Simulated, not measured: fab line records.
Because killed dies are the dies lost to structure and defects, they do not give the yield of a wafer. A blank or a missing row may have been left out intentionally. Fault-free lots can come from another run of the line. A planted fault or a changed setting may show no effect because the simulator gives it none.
Matching of chambers + flow gf180mcu + 4 sister chambers for GF_V5_CMP_04 on cmp-02
The step polishes SiO2. 4 wafers are shown with their chamber, then 7 later ones without.

## WAFERS, EACH WITH ITS CHAMBER
| wafer  | chamber | motor current A (A) |
|--------|---------|---------------------|
| L884.5 | 2       | 10.7                |
| L885.4 | 1       | 12.2                |
| L886.1 | 3       | 12.9                |
| L886.2 | 0       | 13.3                |

## WAFERS WHOSE CHAMBER IS MISSING
| wafer  | motor current A (A) |
|--------|---------------------|
| L886.6 | 10.1                |
| L887.1 | 10.1                |
| L887.3 | 13.0                |
| L887.6 | 12.7                |
| L899.1 | 14.1                |
| L899.3 | 13.5                |
| L899.4 | 12.5                |

## WHICH CHAMBER EACH ONE RAN IN
| wafer  | from the rows above          | in truth |
|--------|------------------------------|----------|
| L886.6 | 2                            | 2        |
| L887.1 | 2                            | 2        |
| L887.3 | can't be placed: 3 or 0 or 1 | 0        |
| L887.6 | can't be placed: 3 or 1 or 0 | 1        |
| L899.1 | can't be placed: 0 or 3      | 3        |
| L899.3 | can't be placed: 0 or 3      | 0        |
| L899.4 | can't be placed: 1 or 3 or 0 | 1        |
Placed correctly: 2 of 7. These rows do not allow placing 5 (true chamber among the candidates in 5). Wrongly placed: 0.
How it was worked out, from the rows above alone: a wafer's distance from a chamber is the root of the sum, over the readings, of the square of ((its reading less the chamber's mean) divided by the reading's scatter). If the next closest chamber is less than 2 further off than the closest, the wafer can't be placed; otherwise it belongs to the closest. For every chamber, the mean is computed from those of its wafers that are shown. The scatter (one wafer shown for each chamber): square how far every hidden wafer sits from the nearest shown wafer, average those squares and take the square root.
